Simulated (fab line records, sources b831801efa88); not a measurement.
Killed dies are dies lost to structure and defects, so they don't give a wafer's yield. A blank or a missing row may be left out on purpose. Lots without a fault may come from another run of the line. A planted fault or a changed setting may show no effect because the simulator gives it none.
A struck lot beside a sound one | flow sky130 | 33 steps out of a route of 708
Sound: wafers L328.2, L328.3, L328.6. Struck: wafers L339.3, L339.4, L339.5. The cause comes at the end.
At each step with rows: each side's tool, then ch and its chambers, then its first start. Under that, the readings that differ: sound wafers | struck wafers | difference of the means | sigmas: that difference in standard deviations of wafers without a fault.
alike: readings whose means differ by less than 2 such deviations, and words and numbers that are the same on both sides. not compared: withheld readings, readings that some wafer has no value for, bounds like >300 that may hide the same value, and numbers for which the record gives no deviation and whose values overlap.
The two part at a step that has a row with sigmas, a row that says differs or no value, or rows on one side only. Numbers that don't overlap but have no deviation are shown without sigmas and don't part them. A reading that every wafer of one side lacks parts them only if that side has two wafers or more.

first, 9 steps without rows for these wafers: SKY_LI_CONTACT_ETCH_14 (etches BARC in N2/H2, stops on SiO2, time 45.9 s, target depth 60 nm); SKY_LI_CONTACT_ETCH_15 (etches PSG in C4F8/O2/Ar, stops on Si, target depth 600 nm); SKY_LI_CONTACT_STRIP_16 (strips in O2/N2); SKY_LI_CONTACT_CLEAN_17 (cleans in NMP, time 600 s); SKY_LI_CONTACT_PRE_CLEAN_18 (time 5.6 s); SKY_LI_CONTACT_SPUTTER_19 (material Ti, target thk 20 nm, time 106.37 s); SKY_LI_CONTACT_SPUTTER_20 (material TiN, target thk 20 nm, time 80 s); SKY_LI_CONTACT_CVD_21 (deposits W, target thk 400 nm, time 120.56 s); SKY_LI_CONTACT_CMP_24 (polishes, stops on PSG, t overpolish 20 s, target thk 0 nm).
SKY_LOCAL_INTERCONNECT_SPUTTER_00: material TiN, target thk 100 nm, time 83.3 s.
  sound on pvd_sputter-04, day 30 12:13; struck on pvd_sputter-04, day 34 15:10
  alike: throttle_valve_pct
then, 22 steps without rows for these wafers: SKY_LOCAL_INTERCONNECT_DEHYDRATE_03 (time 60 s); SKY_LOCAL_INTERCONNECT_HMDS_04 (prime time 60 s); SKY_LOCAL_INTERCONNECT_COAT_05 (resist thk 60 nm); SKY_LOCAL_INTERCONNECT_COAT_06 (resist thk 450 nm); SKY_LOCAL_INTERCONNECT_SOFTBAKE_07 (time 90 s); SKY_LOCAL_INTERCONNECT_EXPOSE_08 (exposes mask LI1M, target cd 170 nm); SKY_LOCAL_INTERCONNECT_PEB_09; SKY_LOCAL_INTERCONNECT_DEVELOP_10 (develop time 60 s); SKY_LOCAL_INTERCONNECT_ETCH_13 (etches BARC in N2/H2, stops on SiO2, time 45.9 s, target depth 60 nm); SKY_LOCAL_INTERCONNECT_METAL_ETCH_14 (etches TiN in Cl2/BCl3, stops on PSG, target depth 110 nm, time 31.4 s); SKY_LOCAL_INTERCONNECT_STRIP_15 (strips in O2/N2); SKY_LOCAL_INTERCONNECT_STRIP_16 (strips in post etch residue remover, time 1200 s); SKY_LOCAL_INTERCONNECT_CLEAN_17 (cleans in IPA, time 180 s); SKY_LOCAL_INTERCONNECT_CLEAN_18 (cleans in O3/DIW); SKY_CONTACT_CVD_00 (deposits Si3N4, target thk 75 nm); SKY_CONTACT_HDPCVD_02 (deposits SiO2, target thk 565 nm, time 94.2 s); SKY_CONTACT_CMP_04 (polishes SiO2); SKY_CONTACT_DEHYDRATE_06 (time 60 s); SKY_CONTACT_HMDS_07 (prime time 60 s); SKY_CONTACT_COAT_08 (resist thk 60 nm); SKY_CONTACT_COAT_09 (resist thk 450 nm); SKY_CONTACT_SOFTBAKE_10 (time 90 s).
-- the record jumps here: 15 days lie between the struck wafers' starts before and after (it left off in module CONTACT and takes up again in module PAD_OPEN, whose first step shown is number 708 of the route) --
SKY_PAD_OPEN_PROBE_99:
  sound on prober-02, day 46 18:25; struck on prober-02, day 49 18:02
  reading            | sound    | struck      | difference | sigmas
  killed_at_M4_up    | 5 8 4    | 1 2 3       | -4         | -2
  killed_at_contacts | 19 30 25 | 58 67 54    | +35        | +6
  killed_dies        | 91 96 99 | 112 131 111 | +23        | +2
  killed_on_rim      | 15 16 17 | 23 27 30    | +11        | +3
  alike: killed_at_M0_to_M3, killed_at_front_end, killed_at_other, killed_open, killed_short

WHERE THEY PART
Only at SKY_PAD_OPEN_PROBE_99, within this record.

WHY: what the simulator had put in
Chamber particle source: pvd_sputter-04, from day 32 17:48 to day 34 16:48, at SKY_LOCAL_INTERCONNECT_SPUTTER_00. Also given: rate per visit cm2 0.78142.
